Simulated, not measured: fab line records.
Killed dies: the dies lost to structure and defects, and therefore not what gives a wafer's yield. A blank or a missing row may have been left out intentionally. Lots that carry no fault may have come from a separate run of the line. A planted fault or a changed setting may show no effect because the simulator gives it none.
Which of the tools did it?    flow gf180mcu    39 wafers from 13 lots sampled at 5 of the route's 602 steps

== WHAT THE GAUGES READ, wafer by wafer ==
GF_HV_LDD_THK_MEAS_55. Usual: HV_LDD_CVD_54_THK 10.06 nm, standard deviation 0.15.
lot   measured      on            HV_LDD_CVD_54_THK (nm)  flag
L584  day 12 18:02  filmMetro-04  10.04 10.25 10.00       
L585  day 12 21:15  filmMetro-04  10.11 10.09 10.24       
L587  day 13 06:23  filmMetro-01  10.02 10.04 10.18       
L586  day 13 08:26  filmMetro-02  9.87 9.77 9.77          
L590  day 14 10:44  filmMetro-01  9.96 9.84 9.88          
L592  day 15 07:47  filmMetro-04  9.97 10.10 9.90         
L593  day 15 15:08  filmMetro-04  10.05 10.14 10.05       
L595  day 16 06:13  filmMetro-01  7.39 7.48 7.48          OFF
L596  day 16 15:29  filmMetro-04  10.20 10.19 10.16       
L603  day 19 05:18  filmMetro-02  9.91 10.09 9.87         
L604  day 19 13:59  filmMetro-01  10.14 10.19 10.16       
L606  day 20 03:34  filmMetro-04  9.86 9.89 9.84          
L607  day 20 11:02  filmMetro-01  10.08 10.09 9.99        

GF_CONTACT_THK_MEAS_03. Usual: CONTACT_CVD_02_THK 864 nm, standard deviation 11.
lot   measured      on            CONTACT_CVD_02_THK (nm)  flag
L584  day 15 12:15  filmMetro-01  849 856 877              
L585  day 15 16:19  filmMetro-04  852 848 873              
L587  day 16 00:32  filmMetro-01  873 872 900              
L586  day 16 03:44  filmMetro-04  849 858 866              
L590  day 17 10:34  filmMetro-04  866 876 867              
L592  day 18 08:21  filmMetro-01  854 854 861              
L593  day 18 15:59  filmMetro-01  870 857 855              
L595  day 19 08:15  filmMetro-04  858 867 880              
L596  day 19 17:25  filmMetro-04  850 851 838              
L603  day 22 09:54  filmMetro-02  866 864 886              
L604  day 22 17:14  filmMetro-02  858 864 874              
L606  day 23 04:48  filmMetro-02  855 850 875              
L607  day 23 13:22  filmMetro-01  858 854 872              

GF_V2_THK_MEAS_25: measures by xrf. Usual: V2_W_THK 349 nm, standard deviation 5.4.
lot   measured      on            V2_W_THK (nm)  flag
L584  day 20 17:17  filmMetro-02  349 345 341    
L585  day 20 22:37  filmMetro-02  353 351 349    
L587  day 21 06:11  filmMetro-01  350 349 352    
L586  day 21 10:11  filmMetro-01  344 356 347    
L590  day 22 17:38  filmMetro-02  360 363 352    
L592  day 23 14:38  filmMetro-01  356 345 351    
L593  day 23 22:23  filmMetro-02  355 350 356    
L595  day 24 12:46  filmMetro-04  348 347 351    
L596  day 24 21:27  filmMetro-04  351 348 348    
L603  day 27 08:25  filmMetro-01  354 355 354    
L604  day 27 12:24  filmMetro-04  347 347 342    
L606  day 27 23:05  filmMetro-01  348 354 355    
L607  day 28 07:25  filmMetro-02  350 349 355    

== EACH LOT AND THE TOOL THAT RAN IT (in order: tool; ch and the chambers of the sampled wafers; start) ==
lot   GF_HV_LDD_CVD_54             GF_V1_STRIP_18
L584  lpcvd-02 ch 0, day 12 17:01  plasmaAsher-01 ch 0,1, day 18 13:11
L585  lpcvd-02 ch 1, day 12 20:13  plasmaAsher-04 ch 0,1, day 18 17:05
L587  lpcvd-01 ch 0, day 13 05:22  plasmaAsher-04 ch 0,1, day 19 01:56
L586  lpcvd-01 ch 1, day 13 07:25  plasmaAsher-03 ch 0,1, day 19 05:29
L590  lpcvd-01 ch 0, day 14 09:41  plasmaAsher-01 ch 0,1, day 20 14:40
L592  lpcvd-01 ch 0, day 15 06:46  plasmaAsher-03 ch 0,1, day 21 11:53
L593  lpcvd-01 ch 0, day 15 14:05  plasmaAsher-01 ch 0,1, day 21 19:58
L595  lpcvd-01 ch 1, day 16 05:12  plasmaAsher-01 ch 0,1, day 22 11:29
L596  lpcvd-02 ch 0, day 16 14:28  plasmaAsher-03 ch 0,1, day 22 20:05
L603  lpcvd-01 ch 1, day 19 04:16  plasmaAsher-04 ch 0,1, day 25 10:32
L604  lpcvd-01 ch 0, day 19 12:28  plasmaAsher-01 ch 0,1, day 25 14:23
L606  lpcvd-01 ch 1, day 20 02:33  plasmaAsher-03 ch 0,1, day 26 01:47
L607  lpcvd-02 ch 1, day 20 10:01  plasmaAsher-03 ch 0,1, day 26 10:14
- GF_HV_LDD_CVD_54: deposits SiO2 from TEOS, target thk 10 nm, time 75 s.
- GF_V1_STRIP_18: strips in O2/N2.

== WHAT THE TOOLS THEMSELVES READ (means of the sampled wafers that have a number; where no wafer has one, the mark that the record gives instead) ==
GF_HV_LDD_CVD_54. Usual: spikeTcBottomC 701.0 C, standard deviation 2.6; spikeTcCentreC 681.5 C, standard deviation 1.7.
lot   tool      spikeTcBottomC (C)  spikeTcCentreC (C)  flag
L584  lpcvd-02  701.7               683.0               
L585  lpcvd-02  701.4               683.7               
L587  lpcvd-01  697.8               680.0               
L586  lpcvd-01  703.5               680.5               
L590  lpcvd-01  697.3               679.0               
L592  lpcvd-01  697.8               679.1               
L593  lpcvd-01  697.8               680.2               
L595  lpcvd-01  703.7               680.7               
L596  lpcvd-02  701.2               682.9               
L603  lpcvd-01  704.6               679.0               
L604  lpcvd-01  697.2               679.5               
L606  lpcvd-01  704.2               681.1               
L607  lpcvd-02  701.0               682.9               

GF_V1_STRIP_18. Usual: drypumpMotorCurrentA 5.6 A, standard deviation 0.32; heaterPowerW 338 W, standard deviation 27; oesProductAu 0.592 a.u., standard deviation 0.0049.
lot   tool            drypumpMotorCurrentA (A)  heaterPowerW (W)  oesProductAu (a.u.)  flag
L584  plasmaAsher-01  5.2                       306               0.596                
L585  plasmaAsher-04  5.8                       338               0.589                
L587  plasmaAsher-04  5.8                       342               0.596                
L586  plasmaAsher-03  5.6                       350               0.590                
L590  plasmaAsher-01  5.1                       295               0.592                
L592  plasmaAsher-03  5.6                       352               0.590                
L593  plasmaAsher-01  5.3                       305               0.591                
L595  plasmaAsher-01  5.3                       303               0.597                
L596  plasmaAsher-03  5.6                       360               0.591                
L603  plasmaAsher-04  5.9                       354               0.596                
L604  plasmaAsher-01  5.1                       300               0.589                
L606  plasmaAsher-03  5.6                       360               0.592                
L607  plasmaAsher-03  5.6                       355               0.593                

== THE ANSWER, worked out from the rows above alone ==
Rule: a lot is off if the mean of its wafers that have a number lies more than 3 standard deviations from the usual mean. A lot without any number at a reading at which 4 lots or more have one is off too. The other lots that the step has rows for count as sound. The gauges are gone through in route order, then the tools' own readings, and for those a lot's mean is taken as printed above. The first step at which some lot is off is used, and at that step the reading that is off furthest; a lot without a number counts as furthest.
Off: L595, seen at GF_HV_LDD_THK_MEAS_55 (HV_LDD_CVD_54_THK).
If a tool, at a process step before that reading, ran all the lots that are off and no sound lot after the first of them, it fits. Those tools and the gauges at GF_HV_LDD_THK_MEAS_55 are tried in the same way. Of those tried, none fits.

== WHAT HAD BEEN PUT IN BY THE SIMULATOR ==
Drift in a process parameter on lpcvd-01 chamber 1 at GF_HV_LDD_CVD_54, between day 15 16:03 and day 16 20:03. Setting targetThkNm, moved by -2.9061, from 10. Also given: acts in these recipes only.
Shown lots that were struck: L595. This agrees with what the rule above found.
